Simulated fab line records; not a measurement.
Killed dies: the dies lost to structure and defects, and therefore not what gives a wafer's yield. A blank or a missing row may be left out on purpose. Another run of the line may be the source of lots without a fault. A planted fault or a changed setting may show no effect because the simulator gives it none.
Comparing a struck lot with a sound one    flow sfqLine    18 out of 325 route steps
Sound: the wafers L971.2, L971.5, L971.6. Struck: wafers L969.2, L969.3, L969.6. The cause comes at the end.
Each step with rows lists, per side, the tool, then ch with its chambers, then its first start. Under that, the readings that differ: sound wafers    struck wafers    difference of the means    sigmas: that difference in standard deviations of wafers without a fault.
alike: readings whose means differ by less than 2 such deviations, and words and numbers that are the same on both sides. not compared: withheld readings, readings that some wafer has no value for, bounds like >300 that may hide the same value, and numbers for which the record gives no deviation and whose values overlap.
The two part at a step that has a row with sigmas, a row that says differs or no value, or rows on one side only. Non-overlapping numbers with no deviation appear without sigmas and do not part them. A reading that every wafer of one side lacks parts them only if that side has two wafers or more.

first, 1 step without rows for these wafers: SFQ_TRILAYER_M3_BARC_OPEN_METAL_ETCH_100 (etches BARC in O2, target depth 125 nm, time 41.7 s).
SFQ_TRILAYER_M3_ETCH_METAL_ETCH_078: etches Nb in Cl2/Ar, stops on SiO2, target depth 240 nm, time 120 s.
  sound on rieMetal-03 ch 0,1, day 51 06:08; struck on rieMetal-02 ch 0,1, day 51 02:32
  alike: drypumpMotorCurrentA, oesProductAu
  not compared: rfHoursCounterH
then, 2 steps without rows for these wafers: SFQ_TRILAYER_M3_STRIP_STRIP_079 (strips in O2); SFQ_TRILAYER_M3_STRIP_SOLV_CLEAN_080 (cleans in NMP, time 600 s).
SFQ_TRILAYER_I3_DEP_PECVD_081: deposits SiO2 from SiH4/N2O, time 111.11 s, target thk 500 nm.
  sound on pecvd-04 ch 0,1, day 51 07:37; struck on pecvd-03 ch 0,2, day 51 03:26
reading               sound           struck          difference  sigmas
throttleValvePct (%)  23.5 24.8 23.7  26.9 27.5 27.5  +3.3        +2
  alike: heaterPowerW
  not compared: sinceWetCleanH
SFQ_TRILAYER_I3_CMP_CMP_082: polishes SiO2.
  sound on cmp-02 ch 0,1,2, day 51 10:07; struck on cmp-01 ch 0,1, day 51 04:28
  alike: motorCurrentA, timeToEndpointS
SFQ_I3_BOW_MEAS_922:
  sound on filmMetro-03, day 51 11:38; struck on filmMetro-01, day 51 07:29
  alike: I3_BOW
SFQ_TRILAYER_I3_METRO_MEASURE_083:
  sound on filmMetro-03, day 51 11:56; struck on filmMetro-01, day 51 07:47
  alike: thkNm
then, 4 steps without rows for these wafers: SFQ_TRILAYER_I3_VIA_LITHO_COAT_090 (resist thk 62 nm); SFQ_TRILAYER_I3_VIA_LITHO_COAT_085 (resist thk 650 nm); SFQ_TRILAYER_I3_VIA_LITHO_SOFTBAKE_089; SFQ_TRILAYER_I3_VIA_LITHO_EXPOSE_086 (exposes mask I3, target cd 500 nm).
-- the record jumps here: 5 days lie between the struck wafers' starts before and after --
SFQ_TRILAYER_I3_VIA_LITHO_PEB_088: peb time 60 s.
  sound on lithoTrack-04 ch 0, day 56 21:13; struck on lithoTrack-01 ch 0, day 56 15:13
reading                sound                 struck                difference  sigmas
heaterPowerTotalW (W)  79.17 79.19 79.17     74.19 74.27 74.22     -4.95       -79
plateTempC (C)         114.74 115.11 114.75  109.72 109.80 109.73  -5.12       -43
then, 1 step without rows for these wafers: SFQ_TRILAYER_I3_VIA_LITHO_DEVELOP_087 (time 60 s).
SFQ_I3_OVL_MEAS_923:
  sound on overlay-02, day 56 21:30; struck on overlay-01, day 56 15:30
  alike: I3_OVL
SFQ_TRILAYER_I3_VIA_BARC_OPEN_VIA_ETCH_121: etches BARC in O2, target depth 125 nm, time 41.7 s.
  sound on rieDiel-01 ch 0,1, day 56 21:32; struck on rieDiel-04 ch 0,2, day 56 15:32
reading              sound              struck             difference  sigmas
oesProductAu (a.u.)  0.675 0.681 0.684  0.687 0.690 0.694  +0.010      +2
model.I3.cdNm (nm)   500.1 500.6 500.3  373.8 375.9 373.3  -126.0      
  alike: drypumpMotorCurrentA
  not compared: rfHoursCounterH
SFQ_TRILAYER_I3_VIA_ETCH_VIA_ETCH_088: etches SiO2 in CHF3, stops on Nb, target depth 260 nm.
  sound on rieDiel-01 ch 0,1, day 56 21:34; struck on rieDiel-04 ch 0,2, day 56 15:34
reading             sound              struck           difference  sigmas
model.I3.cdNm (nm)  499.6 500.8 499.3  372 377.1 372.7  -126        
  alike: drypumpMotorCurrentA, oesProductAu
SFQ_TRILAYER_I3_VIA_STRIP_STRIP_089: strips in O2.
  sound on rieMetal-04 ch 0,1, day 56 21:41; struck on rieMetal-02 ch 0, day 56 15:53
  alike: drypumpMotorCurrentA, oesProductAu
  not compared: rfHoursCounterH

== WHERE THEY PART ==
At SFQ_TRILAYER_I3_DEP_PECVD_081 first; at SFQ_TRILAYER_I3_VIA_BARC_OPEN_VIA_ETCH_121 last (within this record only). Later steps at which nothing parts them and some readings are alike: SFQ_TRILAYER_I3_VIA_ETCH_VIA_ETCH_088, SFQ_TRILAYER_I3_VIA_STRIP_STRIP_089.

WHY: what had been put in by the simulator
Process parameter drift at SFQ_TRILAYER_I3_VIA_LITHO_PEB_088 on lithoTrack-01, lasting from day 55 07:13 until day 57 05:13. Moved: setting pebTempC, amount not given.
